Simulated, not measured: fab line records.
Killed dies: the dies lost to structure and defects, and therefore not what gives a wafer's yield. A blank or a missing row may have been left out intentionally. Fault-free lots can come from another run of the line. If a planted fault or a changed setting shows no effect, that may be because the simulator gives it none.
Which tool is to blame? ; flow gf180mcu ; 24 lots with 72 wafers sampled at 6 steps, on a route of 602 steps

## WHAT THE GAUGES SHOWED, per wafer
GF_V2_OVL_MEAS_15. Usual: V2_OVL 3 nm, standard deviation 5.
lot;measured;on;V2_OVL (nm);flag
L074;day 20 01:14;overlay-02;5 -2 -8;
L075;day 20 09:18;overlay-02;4 3 10;
L076;day 20 17:44;overlay-02;-1 -2 -3;
L077;day 21 14:20;overlay-02;2 1 -1;
L078;day 21 21:54;overlay-01;11 -3 4;
L079;day 22 07:53;overlay-02;5 14 6;
L080;day 22 13:45;overlay-01;9 -5 3;
L081;day 22 14:57;overlay-01;9 6 -2;
L082;day 23 11:35;overlay-01;1 2 12;
L083;day 23 12:17;overlay-01;2 8 10;
L084;day 23 20:32;overlay-02;-2 4 -5;
L085;day 24 06:21;overlay-01;-2 -2 2;
L086;day 24 16:23;overlay-02;5 0 9;
L087;day 25 03:14;overlay-02;1 -3 3;
L088;day 25 20:56;overlay-01;4 0 -6;
L089;day 25 22:50;overlay-02;3 2 -1;
L090;day 26 03:56;overlay-02;-6 1 1;
L091;day 26 10:51;overlay-01;2 -8 1;
L092;day 26 22:17;overlay-01;4 4 4;
L093;day 26 23:22;overlay-02;10 -3 -1;
L094;day 27 06:14;overlay-01;5 7 9;
L095;day 27 12:22;overlay-02;-3 0 0;
L096;day 27 16:02;overlay-02;4 -1 0;
L097;day 28 00:45;overlay-02;15 2 3;

GF_V3_THK_MEAS_25: measures by xrf. Usual: V3_W_THK 357 nm, standard deviation 8.3.
lot;measured;on;V3_W_THK (nm);flag
L074;day 22 04:38;film metro-02;367 373 373;
L075;day 22 13:46;film metro-01;365 350 365;
L076;day 22 21:46;film metro-03;342 350 343;
L077;day 23 17:10;film metro-03;343 363 347;
L078;day 23 23:57;film metro-02;362 358 366;
L079;day 24 09:33;film metro-01;364 375 360;
L080;day 24 15:45;film metro-01;357 364 359;
L081;day 24 16:46;film metro-01;374 370 360;
L082;day 25 11:34;film metro-03;352 354 363;
L083;day 25 12:49;film metro-01;353 355 347;
L084;day 25 19:59;film metro-01;373 369 359;
L085;day 26 06:07;film metro-01;373 362 366;
L086;day 26 16:11;film metro-03;343 347 345;
L087;day 27 02:15;film metro-02;354 352 353;
L088;day 27 18:11;film metro-02;352 369 370;
L089;day 27 19:26;film metro-02;353 359 350;
L090;day 28 00:35;film metro-03;356 364 355;
L091;day 28 06:51;film metro-01;357 361 358;
L092;day 28 18:38;film metro-01;355 363 359;
L093;day 28 18:44;film metro-03;369 358 365;
L094;day 29 01:41;film metro-02;349 345 345;
L095;day 29 06:49;film metro-02;347 349 349;
L096;day 29 10:42;film metro-01;357 349 355;
L097;day 29 18:29;film metro-03;347 354 350;

GF_MIM_THK_MEAS_11: measures by xrf. Usual: MIM_ALCU_THK 205.5 nm, standard deviation 2.1.
lot;measured;on;MIM_ALCU_THK (nm);flag
L074;day 24 06:37;film metro-03;203.4 205.0 203.3;
L075;day 24 14:40;film metro-04;206.7 206.4 206.5;
L076;day 24 22:23;film metro-03;200.9 203.2 201.4;
L077;day 25 16:24;film metro-03;205.7 205.0 205.0;
L078;day 25 23:58;film metro-03;206.2 203.7 204.1;
L079;day 26 08:19;film metro-03;206.1 208.4 208.1;
L080;day 26 14:50;film metro-04;203.6 200.9 203.6;
L081;day 26 15:48;film metro-01;205.2 204.1 203.6;
L082;day 27 08:32;film metro-04;204.4 205.2 203.7;
L083;day 27 09:48;film metro-04;201.1 200.3 202.9;
L084;day 27 17:10;film metro-04;206.8 205.6 208.0;
L085;day 28 02:34;film metro-04;208.5 208.7 206.8;
L086;day 28 10:49;film metro-04;207.2 203.7 204.7;
L087;day 28 21:01;film metro-03;206.4 206.1 206.1;
L088;day 29 12:50;film metro-01;205.2 203.3 205.2;
L089;day 29 13:46;film metro-03;205.0 203.8 206.3;
L090;day 29 19:02;film metro-04;207.2 208.6 205.9;
L091;day 30 00:41;film metro-03;203.4 205.0 207.1;
L092;day 30 12:10;film metro-01;206.3 204.3 205.3;
L093;day 30 13:07;film metro-01;206.1 203.8 205.3;
L094;day 30 19:37;film metro-01;208.7 205.3 207.4;
L095;day 31 00:23;film metro-01;208.9 208.1 207.0;
L096;day 31 03:09;film metro-03;203.5 204.8 204.9;
L097;day 31 10:17;film metro-04;208.0 210.0 209.0;

GF_V5_CD_MEAS_14: the cd target is 260 nm. Usual: 259.5 nm for cd nm, sd 0.99.
lot;measured;on;cd nm (nm);flag
L074;day 27 00:22;cd sem-02;259.1 260.2 259.0;
L075;day 27 07:20;cd sem-02;257.9 257.3 259.6;
L076;day 27 14:11;cd sem-01;258.7 259.9 259.4;
L077;day 28 07:41;cd sem-01;259.7 260.1 259.2;
L078;day 28 13:54;cd sem-02;259.3 260.2 259.5;
L079;day 28 22:02;cd sem-02;259.9 258.6 260.0;
L080;day 29 02:43;cd sem-02;259.9 258.4 259.3;
L081;day 29 03:42;cd sem-02;259.7 260.2 258.8;
L082;day 29 20:04;cd sem-02;258.3 257.4 258.5;
L083;day 29 20:35;cd sem-01;258.8 259.5 258.6;
L084;day 30 04:26;cd sem-01;259.5 259.7 259.8;
L085;day 30 12:14;cd sem-01;259.6 259.5 259.3;
L086;day 30 21:08;cd sem-02;258.8 260.2 258.4;
L087;day 31 05:46;cd sem-02;260.3 260.1 260.5;
L088;day 31 19:56;cd sem-01;258.8 258.5 258.6;
L089;day 31 21:14;cd sem-01;259.4 260.5 260.5;
L090;day 32 01:36;cd sem-01;258.9 259.2 257.8;
L091;day 32 08:02;cd sem-01;258.3 259.7 259.2;
L092;day 32 15:59;cd sem-02;259.1 259.9 259.4;
L093;day 32 17:11;cd sem-01;261.2 260.9 261.7;
L094;day 33 09:02;cd sem-01;261.0 261.2 261.4;
L095;day 33 09:32;cd sem-01;258.6 259.0 257.7;
L096;day 33 09:23;cd sem-02;260.9 259.9 260.7;
L097;day 33 12:59;cd sem-01;259.8 259.3 259.4;

## TOOL THAT RAN EACH LOT (tool first, then ch and the chambers of the sampled wafers, then the start)
lot;GF_V1_CVD_23;GF_V2_STRIP_18
L074;cvd w-01 ch 0,1, day 17 23:05;plasma asher-04 ch 0, day 20 01:24
L075;cvd w-01 ch 0,1, day 18 06:50;plasma asher-04 ch 0,1, day 20 09:28
L076;cvd w-02 ch 0,1, day 18 14:42;plasma asher-04 ch 0,1, day 20 17:55
L077;cvd w-02 ch 0,1, day 19 11:49;plasma asher-02 ch 0,1, day 21 14:30
L078;cvd w-02 ch 0,1, day 19 19:24;plasma asher-04 ch 0,1, day 21 22:03
L079;cvd w-01 ch 0,1, day 20 06:09;plasma asher-02 ch 0,1, day 22 08:03
L080;cvd w-02 ch 0,1, day 20 12:00;plasma asher-04 ch 0,1, day 22 13:56
L081;cvd w-02 ch 0,1, day 20 14:23;plasma asher-04 ch 0,1, day 22 15:07
L082;cvd w-01 ch 0,1, day 21 11:05;plasma asher-01 ch 0,1, day 23 11:47
L083;cvd w-02 ch 0,1, day 21 13:07;plasma asher-04 ch 0,1, day 23 12:27
L084;cvd w-01 ch 0,1, day 21 20:33;plasma asher-01 ch 0,1, day 23 20:42
L085;cvd w-02 ch 0,1, day 22 06:23;plasma asher-02 ch 0,1, day 24 06:31
L086;cvd w-02 ch 0,1, day 22 16:37;plasma asher-02 ch 0,1, day 24 16:33
L087;cvd w-02 ch 0,1, day 23 04:16;plasma asher-01 ch 0,1, day 25 03:26
L088;cvd w-01 ch 0,1, day 23 22:29;plasma asher-01 ch 0,1, day 25 21:06
L089;cvd w-02 ch 0,1, day 24 01:25;plasma asher-02 ch 1, day 25 23:00
L090;cvd w-02 ch 0,1, day 24 06:31;plasma asher-04 ch 0,1, day 26 04:06
L091;cvd w-02 ch 0,1, day 24 14:37;plasma asher-04 ch 0,1, day 26 11:01
L092;cvd w-02 ch 0, day 25 01:08;plasma asher-04 ch 1, day 26 22:27
L093;cvd w-02 ch 0,1, day 25 02:29;plasma asher-01 ch 0,1, day 26 23:31
L094;cvd w-01 ch 0,1, day 25 11:17;plasma asher-02 ch 0,1, day 27 06:24
L095;cvd w-01 ch 0,1, day 25 17:35;plasma asher-01 ch 0,1, day 27 12:32
L096;cvd w-02 ch 0,1, day 25 21:13;plasma asher-01 ch 0,1, day 27 16:12
L097;cvd w-01 ch 0,1, day 26 06:00;plasma asher-01 ch 0,1, day 28 00:55
- GF_V1_CVD_23: deposits W, target thk 350 nm, time 105.05 s.
- GF_V2_STRIP_18: strips in O2/N2.

## AS READ BY THE TOOLS THEMSELVES (means over the sampled wafers that have a number; for cases with no such wafer, the mark the record gives instead)
GF_V1_CVD_23. Usual: 788 W for heater power w, sd 96.
lot;tool;heater power w (W);flag
L074;cvd w-01;774;
L075;cvd w-01;814;
L076;cvd w-02;810;
L077;cvd w-02;825;
L078;cvd w-02;812;
L079;cvd w-01;755;
L080;cvd w-02;820;
L081;cvd w-02;751;
L082;cvd w-01;806;
L083;cvd w-02;738;
L084;cvd w-01;766;
L085;cvd w-02;824;
L086;cvd w-02;737;
L087;cvd w-02;823;
L088;cvd w-01;764;
L089;cvd w-02;837;
L090;cvd w-02;824;
L091;cvd w-02;835;
L092;cvd w-02;894;
L093;cvd w-02;755;
L094;cvd w-01;770;
L095;cvd w-01;815;
L096;cvd w-02;821;
L097;cvd w-01;766;

GF_V2_STRIP_18. Usual: drypump motor current A 5.5 A, standard deviation 0.39; heater power w 324 W, standard deviation 16; oes product au 0.593 a.u., standard deviation 0.0051.
lot;tool;drypump motor current A (A);heater power w (W);oes product au (a.u.);flag
L074;plasma asher-04;5.5;340;0.592;
L075;plasma asher-04;5.7;333;0.596;
L076;plasma asher-04;5.7;328;0.594;
L077;plasma asher-02;5.9;328;0.588;
L078;plasma asher-04;5.6;333;0.587;
L079;plasma asher-02;6.0;326;0.588;
L080;plasma asher-04;5.7;333;0.594;
L081;plasma asher-04;5.6;333;0.591;
L082;plasma asher-01;5.0;314;0.595;
L083;plasma asher-04;5.7;328;0.596;
L084;plasma asher-01;5.0;317;0.592;
L085;plasma asher-02;5.9;322;0.590;
L086;plasma asher-02;5.8;331;0.594;
L087;plasma asher-01;5.2;305;0.595;
L088;plasma asher-01;5.2;300;0.588;
L089;plasma asher-02;6.1;318;0.592;
L090;plasma asher-04;5.7;331;0.586;
L091;plasma asher-04;5.6;337;0.596;
L092;plasma asher-04;5.8;324;0.589;
L093;plasma asher-01;5.2;304;0.592;
L094;plasma asher-02;5.8;333;0.589;
L095;plasma asher-01;5.0;311;0.602;
L096;plasma asher-01;5.2;303;0.591;
L097;plasma asher-01;5.2;302;0.593;

## THE ANSWER, worked out from the rows above alone
Rule: lot off if the mean of its wafers having a number is beyond 3 standard deviations from the usual mean. Also off: a lot with no number at a reading for which 4 or more lots have one. All remaining lots with rows at the step are treated as sound. The gauges are gone through in route order, then the tools' own readings, and for those a lot's mean is taken as printed above. The first step at which some lot is off is used, and at that step the reading that is off furthest; a lot without a number counts as furthest.
No lot is off at any reading shown: from this, nothing can be told.

## WHAT THE SIMULATOR HAD PUT IN
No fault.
